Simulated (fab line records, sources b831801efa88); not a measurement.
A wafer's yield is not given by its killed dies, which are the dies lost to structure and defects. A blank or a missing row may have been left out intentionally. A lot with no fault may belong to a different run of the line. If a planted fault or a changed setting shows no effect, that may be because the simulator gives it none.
Chamber matching :: flow sky130 :: rie-diel-02 running SKY_FIELD_ISO_ETCH_15: 4 sister chambers
The step etches the open film in CHF3/O2, stops on Si, target depth 180 nm, time 72 s. 14 wafers are shown with their chamber, then 7 later ones without.

WAFERS WITH THEIR CHAMBER
wafer: L363.2
chamber: 0
drypump-motor-current-A (A): 5.5
oes-product-au (a.u.): 0.949
throttle-valve-pct (%): 8.844

wafer: L363.4
chamber: 2
drypump-motor-current-A (A): 6.3
oes-product-au (a.u.): 0.932
throttle-valve-pct (%): 8.853

wafer: L363.5
chamber: 2
drypump-motor-current-A (A): 6.3
oes-product-au (a.u.): 0.942
throttle-valve-pct (%): 8.839

wafer: L364.2
chamber: 3
drypump-motor-current-A (A): 6.0
oes-product-au (a.u.): 0.936
throttle-valve-pct (%): 8.832

wafer: L364.3
chamber: 2
drypump-motor-current-A (A): 6.2
oes-product-au (a.u.): 0.947
throttle-valve-pct (%): 8.844

wafer: L364.5
chamber: 2
drypump-motor-current-A (A): 6.3
oes-product-au (a.u.): 0.932
throttle-valve-pct (%): 8.837

wafer: L365.3
chamber: 1
drypump-motor-current-A (A): 5.6
oes-product-au (a.u.): 0.933
throttle-valve-pct (%): 8.836

wafer: L365.4
chamber: 2
drypump-motor-current-A (A): 6.3
oes-product-au (a.u.): 0.931
throttle-valve-pct (%): 8.834

wafer: L365.6
chamber: 3
drypump-motor-current-A (A): 6.0
oes-product-au (a.u.): 0.927
throttle-valve-pct (%): 8.836

wafer: L368.3
chamber: 3
drypump-motor-current-A (A): 6.0
oes-product-au (a.u.): 0.935
throttle-valve-pct (%): 8.845

wafer: L368.4
chamber: 1
drypump-motor-current-A (A): 5.6
oes-product-au (a.u.): 0.936
throttle-valve-pct (%): 8.851

wafer: L368.5
chamber: 2
drypump-motor-current-A (A): 6.2
oes-product-au (a.u.): 0.929
throttle-valve-pct (%): 8.837

wafer: L380.2
chamber: 1
drypump-motor-current-A (A): 5.6
oes-product-au (a.u.): 0.952
throttle-valve-pct (%): 8.847

wafer: L380.4
chamber: 3
drypump-motor-current-A (A): 6.0
oes-product-au (a.u.): 0.938
throttle-valve-pct (%): 8.841

SIGNATURES (averages over the wafers above)
reading: drypump-motor-current-A
chamber 0: 5.500
chamber 1: 5.600
chamber 2: 6.267
chamber 3: 6.000
scatter within a chamber: 0.0365

reading: oes-product-au
chamber 0: 0.94900
chamber 1: 0.94033
chamber 2: 0.93550
chamber 3: 0.93400
scatter within a chamber: 0.00735

reading: throttle-valve-pct
chamber 0: 8.84400
chamber 1: 8.84467
chamber 2: 8.84067
chamber 3: 8.83850
scatter within a chamber: 0.00675
Rule: for a wafer and a chamber, the distance is found by dividing, reading by reading, the gap between the wafer's reading and the chamber's mean by the reading's scatter, squaring, summing and taking the root. If the next closest chamber is less than 2 further off than the closest, the wafer can't be placed; otherwise it belongs to the closest. The scatter: take each reading less its chamber's mean, square it, sum over the shown wafers, divide by the number of wafers less the number of chambers, and take the root.

WAFERS WITH NO CHAMBER GIVEN
wafer: L380.6
drypump-motor-current-A (A): 5.5
oes-product-au (a.u.): 0.934
throttle-valve-pct (%): 8.843

wafer: L384.1
drypump-motor-current-A (A): 6.0
oes-product-au (a.u.): 0.948
throttle-valve-pct (%): 8.850

wafer: L384.2
drypump-motor-current-A (A): 5.6
oes-product-au (a.u.): 0.953
throttle-valve-pct (%): 8.850

wafer: L384.6
drypump-motor-current-A (A): 5.5
oes-product-au (a.u.): 0.938
throttle-valve-pct (%): 8.848

wafer: L385.1
drypump-motor-current-A (A): 5.6
oes-product-au (a.u.): 0.938
throttle-valve-pct (%): 8.834

wafer: L385.4
drypump-motor-current-A (A): 6.0
oes-product-au (a.u.): 0.952
throttle-valve-pct (%): 8.848

wafer: L385.6
drypump-motor-current-A (A): 5.6
oes-product-au (a.u.): 0.941
throttle-valve-pct (%): 8.851

THE CHAMBER EACH PASSED THROUGH
wafer: L380.6
from the rows above: can't be placed: 0 or 1
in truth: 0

wafer: L384.1
from the rows above: 3
in truth: 3

wafer: L384.2
from the rows above: can't be placed: 1 or 0
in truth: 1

wafer: L384.6
from the rows above: can't be placed: 0 or 1
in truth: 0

wafer: L385.1
from the rows above: can't be placed: 1 or 0
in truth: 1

wafer: L385.4
from the rows above: 3
in truth: 3

wafer: L385.6
from the rows above: 1
in truth: 1
3 of 7 placed correctly. Can't be placed from these rows: 4 (the true chamber is among the candidates in 4). Wrongly placed: 0.
